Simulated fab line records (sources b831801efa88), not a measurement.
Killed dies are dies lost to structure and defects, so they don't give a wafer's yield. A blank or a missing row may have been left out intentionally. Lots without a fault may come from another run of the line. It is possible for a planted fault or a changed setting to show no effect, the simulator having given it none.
Problem report in the 8D (eight disciplines) form, filled by code    flow sky130    the parts of the form that need people (team, actions taken, sign-off) are left out

1. THE ISSUE
Mean of oes product au at SKY_FIELD_ISO_ETCH_15: 0.377 a.u. across 6 wafers in 2 lots; on wafers with no fault it is 0.948 a.u. (standard deviation 0.0061). Measured from the usual mean, that is -94 standard deviations.
The step: etches the open film in CHF3/O2, stops on Si, target depth 180 nm, time 72 s.
Earliest sighting: wafer L412.1 on rie diel-03 at day 3 16:24. The record holds 30 wafers of 10 lots with a number at this step. Rule for "out", or "out of limits": more than 4 standard deviations from the usual mean. Any other wafer with a number is counted as sound.

2. WHAT IT IS; WHAT IT IS NOT
question                     is                                  is not
which readings at this step  oes product au, throttle valve pct  bias w, drypump motor current A
which lots                   L412, L413                          L407, L409, L411, L421, L422, L423, L426, L427
which wafers of those lots   all that have a number              -
read on which tools          rie diel-03                         rie diel-02, rie diel-04
when                         from day 3 16:24                    up to then (9 sound wafers); but 15 sound wafers of L421, L422, L423, L426, L427 came after

3. SUSPECTS, AND WHAT RULES EACH OUT
Counting: any tool at a process step up to the reading is kept as a suspect provided that every lot that is out went through it and no sound lot did after the first of them.
- rie diel-03 at SKY_FIELD_ISO_ETCH_14 (etches BARC in N2/H2, stops on SiO2, time 45.9 s, target depth 60 nm): ruled out as a lasting fault. After its first lot that is out, L412 (day 3 16:22), sound lots L421, L422, L423, L427 ran on it.
- rie diel-03 at SKY_FIELD_ISO_ETCH_15 (etches the open film in CHF3/O2, stops on Si, target depth 180 nm, time 72 s): ruled out as a lasting fault. After its first lot that is out, L412 (day 3 16:24), sound lots L421, L422, L423, L427 ran on it.
Left after counting: nothing in the record.

4. THE CAUSE (what the simulator had put in)
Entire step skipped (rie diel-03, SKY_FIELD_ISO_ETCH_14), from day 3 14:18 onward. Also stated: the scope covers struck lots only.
Counting ruled it out, wrongly.

5. THE EFFECT CHAIN, in route order
Each row: a reading where the mean over the struck wafers with a number is more than 3 standard deviations away from the usual. Readings are gone through only where the record gives a usual standard deviation; hours: the median, over the lots, of the time from a lot's start at the first step in this table giving one to that lot's start at this step; sigmas: the change measured in usual standard deviations.
hours  step                    reading                   usual       on struck wafers  change  sigmas
0      SKY_FIELD_ISO_ETCH_15   oes product au            0.948 a.u.  0.377             -0.571  -94
0      SKY_FIELD_ISO_ETCH_15   throttle valve pct        8.845 %     8.676             -0.169  -17
0      SKY_FIELD_ISO_STRIP_16  oes product au            0.378 a.u.  0.396             +0.018  +3.7
0      SKY_FIELD_ISO_STRIP_16  strip time to endpoint s  3.55 s      4.01              +0.46   +12
1052   SKY_PAD_OPEN_PROBE_99   killed at front end       15          423               +408    +97
1052   SKY_PAD_OPEN_PROBE_99   killed dies               85          492               +407    +44
1052   SKY_PAD_OPEN_PROBE_99   killed on rim             17          96                +79     +22
The process steps in it:
- SKY_FIELD_ISO_ETCH_15: etches the open film in CHF3/O2, stops on Si, target depth 180 nm, time 72 s.
- SKY_FIELD_ISO_STRIP_16: strips in O2/N2.
- SKY_PAD_OPEN_PROBE_99
Readings that are blank on the struck wafers while sound wafers have them: bias w at SKY_FIELD_ISO_ETCH_14; chamber pressure mTorr at SKY_FIELD_ISO_ETCH_14; drypump motor current A at SKY_FIELD_ISO_ETCH_14; oes product au at SKY_FIELD_ISO_ETCH_14; throttle valve pct at SKY_FIELD_ISO_ETCH_14.

6. HOW IT WOULD HAVE BEEN CAUGHT EARLIER
In this record no reading fell out of limits until day 3 16:24, 2 hours after the fault had begun at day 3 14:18.
At SKY_FIELD_ISO_ETCH_14 the tool's readings are blank on the struck wafers, where sound wafers have them: an empty tool record is the first sign, and it was there at once.
